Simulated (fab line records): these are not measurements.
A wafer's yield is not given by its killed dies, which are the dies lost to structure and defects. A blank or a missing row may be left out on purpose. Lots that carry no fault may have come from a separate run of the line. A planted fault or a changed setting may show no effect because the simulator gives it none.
A lot that was struck, set against a sound lot + flow sky130 + 15 out of 708 route steps
Sound: wafers L356.2, L356.3, L356.5. Struck: wafer L365.2 (left out: L365.3, a lot-mate that was not struck); the cause follows at the end.
Each step with rows lists, per side, the tool, then ch with its chambers, then its first start. Under that, the readings that differ: sound wafers + struck wafers + difference of the means + sigmas: that difference in standard deviations of wafers without a fault.
alike: same words and numbers on both sides, and readings whose means sit less than 2 such deviations apart. not compared: any withheld reading, any reading some wafer has no value for, any bound like >300 that may hide the same value, and any number with overlapping values for which the record gives no deviation.
A row with sigmas, a row that says differs or no value, or rows on one side alone: a step with any of these is where the two part. Numbers that don't overlap but have no deviation are shown without sigmas and don't part them. A reading missing from all wafers of one side parts the sides only when that side holds two or more wafers.

SKY_SPACER_ETCHBACK_02: etches Si3N4 in CH3F/O2, stops on SiO2, time 46.7 s, target depth 45 nm.
  sound on rieDiel-03 ch 0,1, day 22 19:06; struck on rieDiel-01 ch 0, day 26 09:23
  alike: drypumpMotorCurrentA, oesProductAu, throttleValvePct
  not compared: rfHoursCounterH
then, 8 steps without rows for these wafers: SKY_POLY_CUT_DEHYDRATE_00 (time 60 s); SKY_POLY_CUT_HMDS_01 (prime time 60 s); SKY_POLY_CUT_COAT_02 (resist thk 60 nm); SKY_POLY_CUT_COAT_03 (resist thk 450 nm); SKY_POLY_CUT_SOFTBAKE_04 (time 90 s); SKY_POLY_CUT_EXPOSE_05 (exposes mask NPCM, target cd 270 nm); SKY_POLY_CUT_PEB_06; SKY_POLY_CUT_DEVELOP_07 (develop time 60 s).
SKY_POLY_CUT_CD_MEAS_08: target cd 270 nm.
  sound on cdSem-01, day 24 01:31; struck on cdSem-01, day 27 13:57
  alike: cdNm
SKY_POLY_CUT_OVL_MEAS_09:
  sound on overlay-02, day 24 01:38; struck on overlay-01, day 27 14:03
  alike: POLY_CUT_OVL
SKY_POLY_CUT_ETCH_10: etches BARC in N2/H2, stops on SiO2, time 45.9 s, target depth 60 nm.
  sound on rieDiel-04 ch 0,1,3, day 24 01:40; struck on rieDiel-04 ch 0, day 27 14:05
  alike: drypumpMotorCurrentA, oesProductAu, runLengthS, throttleValvePct
  not compared: rfHoursCounterH
SKY_POLY_CUT_ETCH_11: etches Si3N4 in CF4/CH2F2/Ar, stops on poly-Si, time 42.5 s, target depth 60 nm.
  sound on rieDiel-04 ch 0,1,3, day 24 01:42; struck on rieDiel-04 ch 0, day 27 14:08
| reading             | sound             | struck | difference | sigmas |
|---------------------|-------------------|--------|------------|--------|
| oesProductAu (a.u.) | 0.840 0.831 0.846 | 0.867  | +0.028     | +4     |
| runLengthS (s)      | 71.3 70.3 70.3    | 68.3   | -2.3       | -5     |
  alike: drypumpMotorCurrentA, throttleValvePct
  not compared: rfHoursCounterH
SKY_POLY_CUT_STRIP_12: strips in O2/N2.
  sound on plasmaAsher-02 ch 0,1, day 24 01:44; struck on plasmaAsher-03 ch 0, day 27 14:10
| reading             | sound             | struck | difference | sigmas |
|---------------------|-------------------|--------|------------|--------|
| oesProductAu (a.u.) | 0.460 0.459 0.461 | 0.448  | -0.012     | -2     |
  alike: drypumpMotorCurrentA, o2FlowSccm, stripTimeToEndpointS
  not compared: rfHoursCounterH
-- the record jumps here: 20 days lie between the struck wafers' starts before and after (it left off in module POLY_CUT and takes up again in module PAD_OPEN, whose first step shown is number 708 of the route) --
SKY_PAD_OPEN_PROBE_99:
  sound on prober-02, day 45 14:29; struck on prober-02, day 48 01:33
| reading         | sound | struck | difference | sigmas |
|-----------------|-------|--------|------------|--------|
| killed_at_M4_up | 3 4 4 | 0      | -4         | -2     |
  alike: killed_at_M0_to_M3, killedAtContacts, killedAtFrontEnd, killedAtOther, killedDies, killedOpen, killedShort

== WHERE THEY PART ==
At SKY_POLY_CUT_ETCH_11 first; at SKY_PAD_OPEN_PROBE_99 last (within this record only).

WHY: whatever the simulator had introduced
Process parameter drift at SKY_POLY_CUT_ETCH_11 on rieDiel-04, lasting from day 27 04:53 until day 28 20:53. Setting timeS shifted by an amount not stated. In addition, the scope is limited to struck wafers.
